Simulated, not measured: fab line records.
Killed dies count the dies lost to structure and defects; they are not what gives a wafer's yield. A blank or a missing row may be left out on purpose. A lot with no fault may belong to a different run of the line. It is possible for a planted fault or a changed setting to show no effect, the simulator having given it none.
Which tool is to blame?    flow sky130    33 wafers from 11 lots sampled at 6 of the route's 708 steps

== WHAT EACH GAUGE READ, for each wafer ==
No reading from a measuring or inspecting step in the record can be judged against a usual standard deviation.

== WHAT TOOL EACH LOT RAN ON (gives the tool, then ch and the chambers of the sampled wafers, and finally the start) ==
lot   SKY_VIA2_ETCH_15                   SKY_VIA2_CMP_24                SKY_METAL3_SPUTTER_01        SKY_CAPM_COAT_07                  SKY_CAPM_STRIP_14                    SKY_PAD_OPEN_PROBE_99
L468  rieDiel-03 ch 0,1,2, day 38 03:26  cmp-01 ch 2,3, day 38 04:29    pvdSputter-03, day 38 04:48  lithoTrack-01 ch 0, day 38 17:34  plasmaAsher-01 ch 0,1, day 39 06:28  -
L470  rieDiel-01 ch 0,3, day 38 18:29    cmp-02 ch 2,3, day 38 19:32    pvdSputter-04, day 38 19:51  lithoTrack-02 ch 0, day 39 08:46  plasmaAsher-03 ch 0,1, day 39 21:20  -
L469  rieDiel-02 ch 0,2,3, day 38 23:04  cmp-02 ch 0,1,2, day 39 00:11  pvdSputter-02, day 39 00:25  lithoTrack-01 ch 0, day 39 13:05  plasmaAsher-04 ch 0,1, day 40 01:38  -
L472  rieDiel-01 ch 0,2, day 39 08:47    cmp-02 ch 1,2, day 39 10:19    pvdSputter-02, day 39 10:35  lithoTrack-02 ch 0, day 39 22:31  plasmaAsher-04 ch 0,1, day 40 10:24  -
L475  rieDiel-03 ch 0,1,3, day 39 22:04  cmp-02 ch 0,1,3, day 39 23:08  pvdSputter-04, day 39 23:27  lithoTrack-03 ch 0, day 40 11:50  plasmaAsher-04 ch 0,1, day 40 23:44  prober-01, day 48 12:43
L476  rieDiel-02 ch 0,2, day 40 10:11    cmp-01 ch 0,2, day 40 11:17    pvdSputter-04, day 40 11:34  lithoTrack-02 ch 0, day 40 23:10  plasmaAsher-04 ch 0,1, day 41 09:50  -
L477  rieDiel-02 ch 2,3, day 40 16:32    cmp-01 ch 0,1,3, day 40 17:40  pvdSputter-03, day 40 17:54  lithoTrack-02 ch 0, day 41 05:04  plasmaAsher-04 ch 1, day 41 14:38    -
L478  rieDiel-01 ch 0,1, day 40 19:46    cmp-02 ch 0,2,3, day 40 20:47  pvdSputter-03, day 40 21:07  lithoTrack-02 ch 0, day 41 07:52  plasmaAsher-03 ch 0,1, day 41 18:54  -
L483  rieDiel-02 ch 1,2, day 42 08:25    cmp-02 ch 2,3, day 42 09:30    pvdSputter-02, day 42 09:47  lithoTrack-02 ch 0, day 42 20:52  plasmaAsher-03 ch 0,1, day 43 08:55  -
L484  rieDiel-02 ch 0,2,3, day 42 09:31  cmp-02 ch 0,2,3, day 42 10:32  pvdSputter-02, day 42 10:52  lithoTrack-02 ch 0, day 42 22:34  plasmaAsher-04 ch 0,1, day 43 09:53  -
L485  rieDiel-03 ch 1,3, day 42 12:13    cmp-01 ch 0,1,3, day 42 13:15  pvdSputter-03, day 42 13:34  lithoTrack-03 ch 0, day 43 01:29  plasmaAsher-04 ch 0,1, day 43 11:36  prober-01, day 50 15:20
- SKY_VIA2_ETCH_15: etches SiO2 in C4F8/O2/Ar, stops on TiN, target depth 546 nm, time 84 s.
- SKY_VIA2_CMP_24: polishes, stops on SiO2, t overpolish 20 s, target thk 0 nm.
- SKY_METAL3_SPUTTER_01: material TiN, target thk 20 nm, time 16.7 s.
- SKY_CAPM_COAT_07: resist thk 1140 nm.
- SKY_CAPM_STRIP_14: strips in O2/N2.
- SKY_PAD_OPEN_PROBE_99

== AS READ BY THE TOOLS THEMSELVES (means over the sampled wafers that have a number; for cases with no such wafer, the mark the record gives instead) ==
SKY_VIA2_ETCH_15. Usual: oesProductAu 0.939 a.u., standard deviation 0.0042.
lot   tool        oesProductAu (a.u.)  flag
L468  rieDiel-03  0.939                
L470  rieDiel-01  0.940                
L469  rieDiel-02  0.940                
L472  rieDiel-01  0.947                
L475  rieDiel-03  0.936                
L476  rieDiel-02  0.943                
L477  rieDiel-02  0.942                
L478  rieDiel-01  0.938                
L483  rieDiel-02  0.940                
L484  rieDiel-02  0.938                
L485  rieDiel-03  0.941                

SKY_VIA2_CMP_24. Usual: edgeZonePressureFrac 1.000, standard deviation 0.0051; motorCurrentA 10.6 A, standard deviation 1.6; overpolishRunS 20.000 s, standard deviation 0.0098; timeToEndpointS 102 s, standard deviation 3.4.
lot   tool    edgeZonePressureFrac  motorCurrentA (A)  overpolishRunS (s)  timeToEndpointS (s)  flag
L468  cmp-01  0.999                 9.0                20.005              103                  
L470  cmp-02  1.001                 11.5               19.996              99                   
L469  cmp-02  1.002                 11.1               20.009              99                   
L472  cmp-02  1.000                 12.1               20.005              103                  
L475  cmp-02  0.993                 10.8               19.999              101                  
L476  cmp-01  0.995                 11.0               19.993              105                  
L477  cmp-01  1.002                 10.8               20.003              104                  
L478  cmp-02  0.996                 10.7               20.004              97                   
L483  cmp-02  1.004                 11.9               20.003              99                   
L484  cmp-02  1.005                 10.7               20.002              103                  
L485  cmp-01  0.998                 11.3               19.999              107                  

SKY_METAL3_SPUTTER_01. Usual: throttleValvePct 30.3 %, standard deviation 0.61.
lot   tool           throttleValvePct (%)  flag
L468  pvdSputter-03  30.3                  
L470  pvdSputter-04  30.2                  
L469  pvdSputter-02  30.3                  
L472  pvdSputter-02  30.2                  
L475  pvdSputter-04  30.1                  
L476  pvdSputter-04  30.1                  
L477  pvdSputter-03  31.1                  
L478  pvdSputter-03  30.7                  
L483  pvdSputter-02  29.7                  
L484  pvdSputter-02  29.6                  
L485  pvdSputter-03  30.3                  

SKY_CAPM_COAT_07. Usual: spinSpeedRpm 3000.0 rpm, standard deviation 2.1.
lot   tool           spinSpeedRpm (rpm)  flag
L468  lithoTrack-01  2999.8              
L470  lithoTrack-02  2998.7              
L469  lithoTrack-01  2998.0              
L472  lithoTrack-02  2999.1              
L475  lithoTrack-03  3001.8              
L476  lithoTrack-02  3001.5              
L477  lithoTrack-02  2999.1              
L478  lithoTrack-02  2999.0              
L483  lithoTrack-02  3582.5              OFF
L484  lithoTrack-02  3582.5              OFF
L485  lithoTrack-03  2998.4              

SKY_CAPM_STRIP_14. Usual: drypumpMotorCurrentA 5.6 A, standard deviation 0.54; n2FlowSccm 299.8 sccm, standard deviation 0.88; o2FlowSccm 3000 sccm, standard deviation 8.6; oesProductAu 0.710 a.u., standard deviation 0.0045; stripTimeToEndpointS 12.66 s, standard deviation 0.044.
lot   tool            drypumpMotorCurrentA (A)  n2FlowSccm (sccm)  o2FlowSccm (sccm)  oesProductAu (a.u.)  stripTimeToEndpointS (s)  flag
L468  plasmaAsher-01  5.5                       298.9              2999               0.707                12.69                     
L470  plasmaAsher-03  5.7                       300.0              3001               0.710                12.68                     
L469  plasmaAsher-04  5.4                       300.3              2998               0.711                12.60                     
L472  plasmaAsher-04  5.8                       299.7              3003               0.717                12.56                     
L475  plasmaAsher-04  5.8                       300.6              3008               0.708                12.71                     
L476  plasmaAsher-04  5.8                       300.0              2995               0.708                12.70                     
L477  plasmaAsher-04  5.0                       299.6              2996               0.709                12.64                     
L478  plasmaAsher-03  5.3                       298.5              2993               0.706                12.72                     
L483  plasmaAsher-03  5.7                       299.5              2989               0.708                11.55                     OFF
L484  plasmaAsher-04  5.8                       300.0              2996               0.705                11.57                     OFF
L485  plasmaAsher-04  5.8                       300.0              3009               0.713                12.64                     

SKY_PAD_OPEN_PROBE_99. Usual: defectLimitedYield 82.2 %, standard deviation 1.8; killed_at_M0_to_M3 44, standard deviation 6; killed_at_M4_up 3.3, standard deviation 2.1; killedAtContacts 25, standard deviation 5.5; killedAtFrontEnd 15, standard deviation 4.3; killedAtOther 0.2, standard deviation 0.41; killedDies 88, standard deviation 9.1; killedOpen 48, standard deviation 6.6; killedShort 39, standard deviation 6.7; sort_bin_3_pad_short 0.9 %, standard deviation 0.4; sort_bin_5_function 10.4 %, standard deviation 1.5; sort_bin_6_memory 6.5 %, standard deviation 1.1; sortNPass 404, standard deviation 9.1; sortYieldPct 82.2 %, standard deviation 1.8.
lot   tool       defectLimitedYield (%)  killed_at_M0_to_M3  killed_at_M4_up  killedAtContacts  killedAtFrontEnd  killedAtOther  killedDies  killedOpen  killedShort  sort_bin_3_pad_short (%)  sort_bin_5_function (%)  sort_bin_6_memory (%)  sortNPass  sortYieldPct (%)  flag
L475  prober-01  82.5                    46                  2.7              23                15                0.0            86          52          34           0.9                       9.6                      7.0                    406        82.5              
L485  prober-01  81.6                    44                  3.3              33                10                0.0            90          46          44           0.9                       11.8                     5.6                    402        81.6              

== THE ANSWER, worked out from the rows above alone ==
Rule: a lot counts as off when the mean over its wafers that have a number is more than 3 standard deviations away from the usual mean. A lot without any number at a reading at which 4 lots or more have one is off too. All remaining lots with rows at the step are treated as sound. First the gauges in route order, then the tools' own readings, where a lot's mean is used as printed above. At the first step where some lot is off, the reading lying furthest off is the one used; lots without a number count as furthest.
Off at SKY_CAPM_COAT_07 (spinSpeedRpm): L483, L484.
If a tool, at that step or one of the process steps before it, ran each lot that is off and ran no sound lot following the first of them, it fits. Can't be told from this: 4 tools fit, rieDiel-02 at SKY_VIA2_ETCH_15, cmp-02 at SKY_VIA2_CMP_24, pvdSputter-02 at SKY_METAL3_SPUTTER_01, lithoTrack-02 at SKY_CAPM_COAT_07.

== WHAT HAD BEEN PUT IN BY THE SIMULATOR ==
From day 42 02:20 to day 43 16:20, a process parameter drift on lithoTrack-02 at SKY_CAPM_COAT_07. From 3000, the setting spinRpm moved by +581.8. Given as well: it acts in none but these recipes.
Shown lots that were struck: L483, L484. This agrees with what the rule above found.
